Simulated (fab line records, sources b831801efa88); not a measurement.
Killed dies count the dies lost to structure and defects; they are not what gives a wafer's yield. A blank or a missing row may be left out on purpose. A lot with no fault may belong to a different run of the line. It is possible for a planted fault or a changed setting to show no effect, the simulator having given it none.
fab line records ; flow sky130
record lots=13; wafers=39; last-day=51
route steps=708 shown VT_ADJUST_LVTN@117 VT_ADJUST_NCORE@127 VT_ADJUST_PCH@153 SONOS_TUNNEL@157 PAD_OPEN@708
lots that met no fault: from a run of the same line without faults
start-h: the number of hours between the record's first day and the start of the first shown wafer of the lot ; wait-h: time in hours since the lot's previous step ; " same as the row above ; L1.1+2: a single row standing in for several wafers ; - either no value or no given start ; * or withheld: withheld ; < > ~ a bound
route shown NAME@n: a module of which the file shows steps, and the number in the route of the first ; usual: average and standard deviation across the fault-free wafers ; same: alike in all rows ; chamber/n: place in a boat ; sites: per-site readings ; _std_site: standard deviation across them ; _edge_site: mean of outer sites minus mean of inner sites ; radius-mm: how far each site lies from the wafer's centre ; mask NAME#n: copy n ; behind: the tool/chamber that last shaped the wafer ; hold: what put the lot on hold/how long, in hours/how the hold closed ; device: the transistor (n, p or np) that didn't switch ; end of line: tests run on the same wafers once the route is complete ; a step given without rows: its recipe and nothing more ; killed: the dies lost at the first sort to structure and to defects; this is not the yield of the wafer ; map: per-die view of a wafer (x killed, . not killed, _ where there is no die)
set.NAME: setting as actually run; set.NAME@STEP: the setting as run at that earlier step ; model.NAME: the simulator's own value behind a step, which no gauge read
steps of the route over a sample of lots; a table a step, a row a wafer
services: the hour from which a tool's chamber was out of use, counted from the record's first day as start-h (under 0 if before that day), plus the number of hours and why
## steps
# step SKY_VT_ADJUST_LVTN_STRIP_20
# recipe chemistry=O2/N2; power-w=1400; pressure-mtorr=1500; platen-temp-c=withheld; o2-flow-sccm=3000; n2-flow-sccm=300; overash-fraction=0.5
# usual drypump-motor-current-A=6.00/0.24; oes-product-au=0.715/0.0044; strip-time-to-endpoint-s=14.17/0.043
lot.wafer;tool;chamber;start-h;wait-h;drypump-motor-current-A;oes-product-au;rf-hours-counter-h;strip-time-to-endpoint-s
L868.3;plasma-asher-02;1;161.51;0.1;5.81;0.716;-;14.19
L868.4;plasma-asher-02;0;161.51;0.1;6.34;0.719;-;14.26
L868.5;plasma-asher-02;1;161.51;0.1;5.81;0.708;-;14.19
L870.2;plasma-asher-01;0;177.15;0.1;5.80;0.714;50;14.13
L870.3;plasma-asher-01;1;177.15;0.1;5.98;0.716;-;14.19
L870.5;plasma-asher-01;1;177.15;0.1;5.95;0.717;-;14.16
L871.2;plasma-asher-01;1;185.55;0.1;6.02;0.714;50;14.05
L871.5;plasma-asher-01;0;185.55;0.1;5.81;0.718;-;14.08
L871.6;plasma-asher-01;1;185.55;0.1;5.99;0.713;-;14.10
L873.1;plasma-asher-04;1;196.99;0.1;5.78;0.717;41;14.17
L873.2;plasma-asher-04;0;196.99;0.1;6.38;0.712;41;14.16
L873.4;plasma-asher-04;0;196.99;0.1;6.37;0.715;-;14.22
L874.1;plasma-asher-01;0;197.14;0.1;5.79;0.718;51;14.17
L874.2;plasma-asher-01;1;197.14;0.1;5.99;0.720;51;14.15
L874.6;plasma-asher-01;0;197.14;0.1;5.80;0.716;-;14.19
L878.2;plasma-asher-01;0;229.42;0.1;5.78;0.717;54;14.20
L878.3;plasma-asher-01;0;229.42;0.1;5.81;0.718;-;14.18
L878.6;plasma-asher-01;0;229.42;0.1;5.81;0.713;-;14.18
L880.1;plasma-asher-04;0;243.70;0.1;6.38;0.716;45;14.16
L880.2;plasma-asher-04;1;243.70;0.1;5.79;0.721;45;14.15
L880.5;plasma-asher-04;0;243.70;0.1;6.37;0.722;-;14.19
L881.3;plasma-asher-01;1;248.96;0.1;6.02;0.721;-;14.11
L881.4;plasma-asher-01;0;248.96;0.1;5.81;0.718;-;14.12
L881.6;plasma-asher-01;0;248.96;0.1;5.82;0.719;-;14.13
L886.2;plasma-asher-01;1;283.83;0.1;5.99;0.720;61;14.06
L886.4;plasma-asher-01;0;283.83;0.1;5.81;0.714;-;14.07
L886.6;plasma-asher-01;1;283.83;0.1;5.99;0.704;-;14.10
L887.3;plasma-asher-01;1;293.40;0.1;5.98;0.713;-;14.18
L887.5;plasma-asher-01;0;293.40;0.1;5.82;0.720;-;14.18
L887.6;plasma-asher-01;1;293.40;0.1;5.98;0.715;-;14.27
L888.3;plasma-asher-02;0;299.46;0.1;6.35;0.719;-;14.22
L888.4;plasma-asher-02;1;299.46;0.1;5.80;0.711;-;14.19
L888.5;plasma-asher-02;0;299.46;0.1;6.30;0.715;-;14.20
L889.2;plasma-asher-04;0;309.17;0.1;6.38;0.709;47;14.21
L889.3;plasma-asher-04;1;309.17;0.1;5.81;0.716;-;14.15
L889.4;plasma-asher-04;0;309.17;0.1;6.35;0.713;-;14.14
L890.1;plasma-asher-04;1;314.22;0.1;5.80;0.708;48;14.21
L890.3;plasma-asher-04;0;314.22;0.1;6.36;0.717;-;14.21
L890.6;plasma-asher-04;1;314.22;0.1;5.79;0.708;-;14.18
# step SKY_VT_ADJUST_NCORE_OVL_MEAS_08
# usual VT_ADJUST_NCORE_OVL=-0.5/1.5
lot.wafer;tool;chamber;start-h;wait-h;VT_ADJUST_NCORE_OVL[nm]
L868.3;overlay-02;-;182.77;0.1;-3.0
L868.4;overlay-02;-;182.77;0.1;-1.1
L868.5;overlay-02;-;182.77;0.1;-0.3
L870.2;overlay-01;-;199.11;0.1;1.6
L870.3;overlay-01;-;199.11;0.1;0.2
L870.5;overlay-01;-;199.11;0.1;0.5
L871.2;overlay-02;-;207.61;0.1;0.6
L871.5;overlay-02;-;207.61;0.1;1.4
L871.6;overlay-02;-;207.61;0.1;0.5
L873.1;overlay-02;-;219.81;0.1;-1.6
L873.2;overlay-02;-;219.81;0.1;-0.7
L873.4;overlay-02;-;219.81;0.1;-0.6
L874.1;overlay-02;-;220.06;0.1;-0.5
L874.2;overlay-02;-;220.06;0.1;-0.8
L874.6;overlay-02;-;220.06;0.1;-2.3
L878.2;overlay-02;-;251.81;0.1;-1.4
L878.3;overlay-02;-;251.81;0.1;-2.0
L878.6;overlay-02;-;251.81;0.1;-0.5
L880.1;overlay-01;-;268.09;0.1;0.8
L880.2;overlay-01;-;268.09;0.1;0.2
L880.5;overlay-01;-;268.09;0.1;-0.5
L881.3;overlay-01;-;273.97;0.1;-3.9
L881.4;overlay-01;-;273.97;0.1;-3.6
L881.6;overlay-01;-;273.97;0.1;-3.7
L886.2;overlay-01;-;308.61;0.1;1.6
L886.4;overlay-01;-;308.61;0.1;0.9
L886.6;overlay-01;-;308.61;0.1;-0.1
L887.3;overlay-02;-;318.90;0.1;-0.6
L887.5;overlay-02;-;318.90;0.1;-1.0
L887.6;overlay-02;-;318.90;0.1;0.2
L888.3;overlay-01;-;325.40;0.1;1.2
L888.4;overlay-01;-;325.40;0.1;2.9
L888.5;overlay-01;-;325.40;0.1;1.1
L889.2;overlay-02;-;336.19;0.1;-2.5
L889.3;overlay-02;-;336.19;0.1;-1.7
L889.4;overlay-02;-;336.19;0.1;-2.3
L890.1;overlay-01;-;341.89;0.1;-0.4
L890.3;overlay-01;-;341.89;0.1;-1.2
L890.6;overlay-01;-;341.89;0.1;-1.5
# step SKY_VT_ADJUST_PCH_TW_MEAS_10
# usual VT_ADJUST_PCH_TW=142.2/2.3
lot.wafer;tool;chamber;start-h;wait-h;VT_ADJUST_PCH_TW
L868.3;film-metro-02;-;227.62;0.1;144.2
L868.4;film-metro-02;-;227.62;0.1;145.2
L868.5;film-metro-02;-;227.62;0.1;144.3
L870.2;film-metro-02;-;244.81;0.1;145.4
L870.3;film-metro-02;-;244.81;0.1;145.1
L870.5;film-metro-02;-;244.81;0.1;145.0
L871.2;film-metro-02;-;255.39;0.1;145.2
L871.5;film-metro-02;-;255.39;0.1;145.9
L871.6;film-metro-02;-;255.39;0.1;145.8
L873.1;film-metro-02;-;268.27;0.1;145.8
L873.2;film-metro-02;-;268.27;0.1;144.9
L873.4;film-metro-02;-;268.27;0.1;145.4
L874.1;film-metro-04;-;268.60;0.1;141.4
L874.2;film-metro-04;-;268.60;0.1;141.0
L874.6;film-metro-04;-;268.60;0.1;141.3
L878.2;film-metro-03;-;302.01;0.1;140.2
L878.3;film-metro-03;-;302.01;0.1;139.8
L878.6;film-metro-03;-;302.01;0.1;139.7
L880.1;film-metro-02;-;318.75;0.1;144.1
L880.2;film-metro-02;-;318.75;0.1;144.5
L880.5;film-metro-02;-;318.75;0.1;144.4
L881.3;film-metro-02;-;325.14;0.1;143.9
L881.4;film-metro-02;-;325.14;0.1;143.4
L881.6;film-metro-02;-;325.14;0.1;144.3
L886.2;film-metro-04;-;363.88;0.1;141.6
L886.4;film-metro-04;-;363.88;0.1;142.6
L886.6;film-metro-04;-;363.88;0.1;142.5
L887.3;film-metro-03;-;374.24;0.1;140.4
L887.5;film-metro-03;-;374.24;0.1;140.3
L887.6;film-metro-03;-;374.24;0.1;140.1
L888.3;film-metro-04;-;380.49;0.1;141.7
L888.4;film-metro-04;-;380.49;0.1;141.8
L888.5;film-metro-04;-;380.49;0.1;142.2
L889.2;film-metro-04;-;393.36;0.1;141.3
L889.3;film-metro-04;-;393.36;0.1;141.4
L889.4;film-metro-04;-;393.36;0.1;140.1
L890.1;film-metro-04;-;398.72;0.1;140.4
L890.3;film-metro-04;-;398.72;0.1;140.1
L890.6;film-metro-04;-;398.72;0.1;141.7
# step SKY_SONOS_TUNNEL_SOFTBAKE_03
# recipe temp-c=90; time-s=60; resist=NOVOLAK
# usual heater-power-total-W=56.60/0.044; plate-temp-C=89.99/0.15
lot.wafer;tool;chamber;start-h;wait-h;heater-power-total-W;plate-temp-C
L868.3;litho-track-01;0;239.29;0.1;56.56;90.01
L868.4;litho-track-01;0;239.29;0.1;56.64;90.08
L868.5;litho-track-01;0;239.29;0.1;56.59;89.95
L870.2;litho-track-01;0;257.01;0.1;56.67;89.84
L870.3;litho-track-01;0;257.01;0.1;56.67;89.62
L870.5;litho-track-01;0;257.01;0.1;56.56;89.82
L871.2;litho-track-03;0;267.54;0.1;56.58;90.04
L871.5;litho-track-03;0;267.54;0.1;56.62;90.23
L871.6;litho-track-03;0;267.54;0.1;56.56;90.11
L873.1;litho-track-02;0;280.34;0.1;56.60;90.25
L873.2;litho-track-02;0;280.34;0.1;56.53;90.02
L873.4;litho-track-02;0;280.34;0.1;56.58;90.15
L874.1;litho-track-01;0;280.49;0.1;56.65;89.61
L874.2;litho-track-01;0;280.49;0.1;56.60;89.55
L874.6;litho-track-01;0;280.49;0.1;56.57;89.80
L878.2;litho-track-01;0;314.51;0.1;56.55;89.98
L878.3;litho-track-01;0;314.51;0.1;56.50;90.07
L878.6;litho-track-01;0;314.51;0.1;56.64;89.87
L880.1;litho-track-02;0;331.14;0.1;54.64;87.77
L880.2;litho-track-02;0;331.14;0.1;54.67;87.81
L880.5;litho-track-02;0;331.14;0.1;54.63;87.86
L881.3;litho-track-02;0;338.34;0.1;54.71;87.78
L881.4;litho-track-02;0;338.34;0.1;54.63;87.78
L881.6;litho-track-02;0;338.34;0.1;54.65;87.62
L886.2;litho-track-01;0;378.31;0.1;56.59;90.25
L886.4;litho-track-01;0;378.31;0.1;56.58;90.14
L886.6;litho-track-01;0;378.31;0.1;56.57;90.11
L887.3;litho-track-03;0;387.72;0.1;56.63;90.18
L887.5;litho-track-03;0;387.72;0.1;56.61;89.83
L887.6;litho-track-03;0;387.72;0.1;56.55;89.95
L888.3;litho-track-01;0;394.08;0.1;56.65;90.00
L888.4;litho-track-01;0;394.08;0.1;56.60;90.09
L888.5;litho-track-01;0;394.08;0.1;56.61;90.13
L889.2;litho-track-03;0;407.69;0.1;56.60;89.97
L889.3;litho-track-03;0;407.69;0.1;56.64;89.97
L889.4;litho-track-03;0;407.69;0.1;56.62;90.00
L890.1;litho-track-02;0;412.44;0.1;56.60;90.09
L890.3;litho-track-02;0;412.44;0.1;56.66;89.92
L890.6;litho-track-02;0;412.44;0.1;56.58;90.05
# step SKY_PAD_OPEN_PROBE_99
# usual killed_at_M0_to_M3=43/6.8; killed_at_M4_up=3.1/1.8; killed-at-contacts=25/5.8; killed-at-front-end=15/4.2; killed-at-other=0.3/0.5; killed-dies=87/9.7; killed-open=47/7.3; killed-short=39/6.6
# same gross-dies=492; killed-at-back-side=0
lot.wafer;tool;chamber;start-h;wait-h;killed_at_M0_to_M3;killed_at_M4_up;killed-at-contacts;killed-at-front-end;killed-at-other;killed-dies;killed-open;killed-short
L868.3;prober-02;-;1077.46;0.2;41;2;18;10;0;71;41;30
L868.4;prober-02;-;1077.51;0.2;46;6;24;11;0;87;45;42
L868.5;prober-02;-;1077.56;0.2;34;3;22;18;0;77;37;40
L873.1;prober-01;-;1110.14;0.1;49;4;21;19;0;93;49;44
L873.2;prober-01;-;1110.19;0.1;39;0;25;17;1;82;45;37
L873.4;prober-01;-;1110.29;0.2;45;3;15;22;0;85;50;35
L874.1;prober-02;-;1111.10;0.1;56;2;18;13;0;89;44;45
L874.2;prober-02;-;1111.15;0.1;53;3;27;10;1;94;49;45
L874.6;prober-02;-;1111.35;0.2;49;2;19;10;0;80;49;31
L880.1;prober-02;-;1155.56;0.1;41;1;28;16;0;86;54;32
L880.2;prober-02;-;1155.61;0.1;38;2;23;17;1;81;44;37
L880.5;prober-02;-;1155.76;0.2;46;6;38;18;0;108;68;40
L881.3;prober-01;-;1155.78;0.2;35;2;15;13;1;66;38;28
L881.4;prober-01;-;1155.83;0.2;35;3;17;13;0;68;36;32
L881.6;prober-01;-;1155.93;0.2;49;4;19;15;1;88;50;38
L886.2;prober-02;-;1181.91;0.1;39;1;25;12;1;78;49;29
L886.4;prober-02;-;1182.01;0.2;40;8;24;10;0;82;56;26
L886.6;prober-02;-;1182.11;0.2;59;3;28;18;0;108;53;55
# killed by level:class
L868.3 VIA1:geometric-particle:open=9 VIA3:geometric-particle:open=9 METAL2:geometric-particle:short=8 CONTACT:geometric-particle:open=8 LOCAL_INTERCONNECT:geometric-particle:short=5 VIA2:geometric-particle:short=4 VIA2:geometric-particle:open=4 POLY_GATE:geometric-particle:short=3
L868.4 METAL1:geometric-particle:short=12 VIA2:geometric-particle:open=8 VIA1:geometric-particle:open=7 LI_CONTACT:geometric-particle:open=6 CONTACT:geometric-particle:short=6 CONTACT:geometric-particle:open=6 VIA1:geometric-particle:short=5 FIELD_ISO:geometric-particle:short=4
L868.5 LI_CONTACT:geometric-particle:open=8 METAL2:geometric-particle:short=8 VIA2:geometric-particle:open=6 LI_CONTACT:geometric-particle:short=6 VIA3:geometric-particle:open=6 FIELD_ISO:geometric-particle:short=5 CONTACT:geometric-particle:open=5 VIA1:geometric-particle:short=5
L873.1 CONTACT:geometric-particle:open=9 METAL1:geometric-particle:short=8 VIA1:geometric-particle:open=8 VIA1:geometric-particle:short=7 VIA2:geometric-particle:open=7 LI_CONTACT:geometric-particle:open=6 VIA3:geometric-particle:open=6 POLY_GATE:geometric-particle:open=5
L873.2 VIA1:geometric-particle:open=12 CONTACT:geometric-particle:open=10 VIA2:geometric-particle:open=9 POLY_GATE:geometric-particle:short=7 VIA1:geometric-particle:short=5 LI_CONTACT:geometric-particle:open=4 LI_CONTACT:geometric-particle:short=4 CONTACT:geometric-particle:short=4
L873.4 VIA1:geometric-particle:open=9 POLY_GATE:geometric-particle:open=7 FIELD_ISO:geometric-particle:open=6 LI_CONTACT:geometric-particle:open=6 VIA2:geometric-particle:short=6 VIA3:geometric-particle:open=6 FIELD_ISO:geometric-particle:short=5 VIA2:geometric-particle:open=5
L874.1 VIA1:geometric-particle:open=10 VIA1:geometric-particle:short=7 VIA2:geometric-particle:open=7 VIA3:geometric-particle:open=7 LOCAL_INTERCONNECT:geometric-particle:short=6 METAL1:geometric-particle:short=6 METAL2:geometric-particle:short=6 POLY_GATE:geometric-particle:open=5
L874.2 VIA1:geometric-particle:open=14 CONTACT:geometric-particle:open=11 METAL1:geometric-particle:short=10 VIA3:geometric-particle:open=10 LOCAL_INTERCONNECT:geometric-particle:short=8 CONTACT:geometric-particle:short=4 METAL2:geometric-particle:short=4 VIA2:geometric-particle:open=4
L874.6 VIA1:geometric-particle:open=11 VIA1:geometric-particle:short=9 CONTACT:geometric-particle:open=8 METAL1:geometric-particle:open=7 VIA2:geometric-particle:open=5 POLY_GATE:geometric-particle:open=5 VIA3:geometric-particle:short=5 METAL1:geometric-particle:short=4
L880.1 CONTACT:geometric-particle:open=12 VIA1:geometric-particle:open=12 VIA3:geometric-particle:open=11 FIELD_ISO:geometric-particle:short=5 LI_CONTACT:geometric-particle:open=5 LOCAL_INTERCONNECT:geometric-particle:short=5 VIA1:geometric-particle:short=5 FIELD_ISO:geometric-particle:open=4
L880.2 VIA1:geometric-particle:open=11 FIELD_ISO:geometric-particle:open=6 LI_CONTACT:geometric-particle:open=5 LOCAL_INTERCONNECT:geometric-particle:short=5 CONTACT:geometric-particle:open=5 METAL2:geometric-particle:short=5 POLY_GATE:geometric-particle:open=4 LI_CONTACT:geometric-particle:short=4
L880.5 CONTACT:geometric-particle:open=16 VIA1:geometric-particle:open=12 VIA3:geometric-particle:open=11 LI_CONTACT:geometric-particle:open=9 LI_CONTACT:geometric-particle:short=6 FIELD_ISO:geometric-particle:short=5 POLY_GATE:geometric-particle:open=5 CONTACT:geometric-particle:short=5
L881.3 VIA3:geometric-particle:open=10 VIA1:geometric-particle:open=8 CONTACT:geometric-particle:short=6 FIELD_ISO:geometric-particle:open=4 CONTACT:geometric-particle:open=4 SPACER:geometric-particle:short=3 VIA2:geometric-particle:open=3 METAL1:geometric-particle:short=3
L881.4 VIA1:geometric-particle:open=9 FIELD_ISO:geometric-particle:short=7 CONTACT:geometric-particle:open=6 METAL1:geometric-particle:short=5 VIA3:geometric-particle:open=5 VIA2:geometric-particle:open=5 LI_CONTACT:geometric-particle:open=4 LOCAL_INTERCONNECT:geometric-particle:short=4
L881.6 VIA1:geometric-particle:open=10 VIA2:geometric-particle:open=9 FIELD_ISO:geometric-particle:open=7 CONTACT:geometric-particle:open=6 METAL1:geometric-particle:short=6 METAL2:geometric-particle:short=6 VIA3:geometric-particle:open=5 CONTACT:geometric-particle:short=5
L886.2 VIA1:geometric-particle:open=12 CONTACT:geometric-particle:open=8 VIA3:geometric-particle:open=7 LI_CONTACT:geometric-particle:open=7 VIA2:geometric-particle:open=6 LOCAL_INTERCONNECT:geometric-particle:short=5 METAL2:geometric-particle:short=5 LI_CONTACT:geometric-particle:short=4
L886.4 VIA1:geometric-particle:open=14 VIA2:geometric-particle:open=11 LI_CONTACT:geometric-particle:open=8 CONTACT:geometric-particle:open=8 METAL4:geometric-particle:short=5 POLY_GATE:geometric-particle:open=4 LOCAL_INTERCONNECT:geometric-particle:short=4 FIELD_ISO:geometric-particle:open=3
L886.6 VIA2:geometric-particle:open=12 CONTACT:geometric-particle:open=11 VIA1:geometric-particle:open=9 LOCAL_INTERCONNECT:geometric-particle:short=8 METAL2:geometric-particle:short=7 METAL1:geometric-particle:short=7 VIA2:geometric-particle:short=7 FIELD_ISO:geometric-particle:short=6
## services
tool;chamber;start-h;hours;kind
plasma-asher-02;-;180.13;0.4;repair
plasma-asher-01;-;193.63;3.5;repair
plasma-asher-04;-;255.97;28.1;pm
plasma-asher-04;-;284.07;14.6;pm
plasma-asher-04;-;298.67;2.8;pm
plasma-asher-02;-;303.73;8.0;repair
plasma-asher-04;-;303.85;0.3;repair
plasma-asher-01;-;362.83;4.4;repair
plasma-asher-02;-;382.35;14.6;pm
## key
first-sign step=SKY_SONOS_TUNNEL_SOFTBAKE_03; reading=heater-power-total-W; direction=down; sigmas=44; usual=*; struck=*
effect step=SKY_SONOS_TUNNEL_SOFTBAKE_03; reading=plate-temp-C; direction=down; sigmas=15; usual=*; struck=*
met-at SKY_SONOS_TUNNEL_SOFTBAKE_03
struck-lots L880,L881
tester-left-out L880,L881
not-acting-at SKY_VT_ADJUST_LVTN_STRIP_20,SKY_VT_ADJUST_NCORE_OVL_MEAS_08,SKY_VT_ADJUST_PCH_TW_MEAS_10
onset-between 280.34 331.14
fault kind=process-parameter-drift; tool=litho-track-02; chamber=-; onset-h=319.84; steps=SKY_SONOS_TUNNEL_SOFTBAKE_03; channel=temp-c; offset=*; shape=step; end-h=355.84; acts-in=*; stated=*
# tester-left-out: of these lots the tester's yield and bins aren't shown, on N5 and GAA mostly nor the transistor test; their killed dies are dies lost to structure and defects alone, not to doping, threshold or leakage, so they don't give the yield
